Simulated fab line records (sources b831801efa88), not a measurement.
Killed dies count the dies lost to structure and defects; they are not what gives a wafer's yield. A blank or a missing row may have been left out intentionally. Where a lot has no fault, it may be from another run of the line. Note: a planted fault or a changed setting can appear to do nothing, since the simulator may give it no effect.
Matching of chambers | flow sky130 | rie diel-04 running SKY_VIA3_ETCH_15: 3 sister chambers
The step etches SiO2 in C4F8/O2/Ar, stops on TiN, target depth 507 nm, time 78 s. 14 wafers are shown with their chamber, then 4 later ones without.

== EACH WAFER AND ITS CHAMBER ==
wafer  | chamber | oes product au (a.u.)
L074.1 | 2       | 0.940
L074.3 | 0       | 0.945
L074.5 | 0       | 0.947
L075.2 | 1       | 0.942
L075.5 | 1       | 0.951
L075.6 | 2       | 0.946
L084.1 | 2       | 0.954
L084.2 | 1       | 0.948
L084.3 | 0       | 0.947
L090.3 | 2       | 0.941
L090.5 | 1       | 0.947
L090.6 | 2       | 0.943
L093.4 | 1       | 0.946
L093.5 | 1       | 0.950

SIGNATURES (means of the wafers above)
reading        | chamber 0 | chamber 1 | chamber 2 | scatter within a chamber
oes product au | 0.94633   | 0.94733   | 0.94480   | 0.00405
Rule: a wafer's distance from a chamber is the root of the sum, over the readings, of the square of ((its reading less the chamber's mean) divided by the reading's scatter). If the next closest chamber is less than 2 further off than the closest, the wafer can't be placed; otherwise it belongs to the closest. How the scatter is found: for the shown wafers, subtract from each reading the mean of its chamber, square and add these, divide the total by (wafers less chambers), then take the root.

== WAFERS WHOSE CHAMBER IS MISSING ==
wafer  | oes product au (a.u.)
L093.6 | 0.947
L095.1 | 0.943
L097.4 | 0.951
L097.6 | 0.945

== THE CHAMBER EACH PASSED THROUGH ==
wafer  | from the rows above          | in truth
L093.6 | can't be placed: 1 or 0 or 2 | 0
L095.1 | can't be placed: 2 or 0 or 1 | 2
L097.4 | can't be placed: 1 or 0 or 2 | 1
L097.6 | can't be placed: 2 or 0 or 1 | 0
Correct placement for 0 of the 4. Cannot be placed on the basis of these rows: 4; the candidates contain the true chamber in 4. Number placed wrongly: 0.
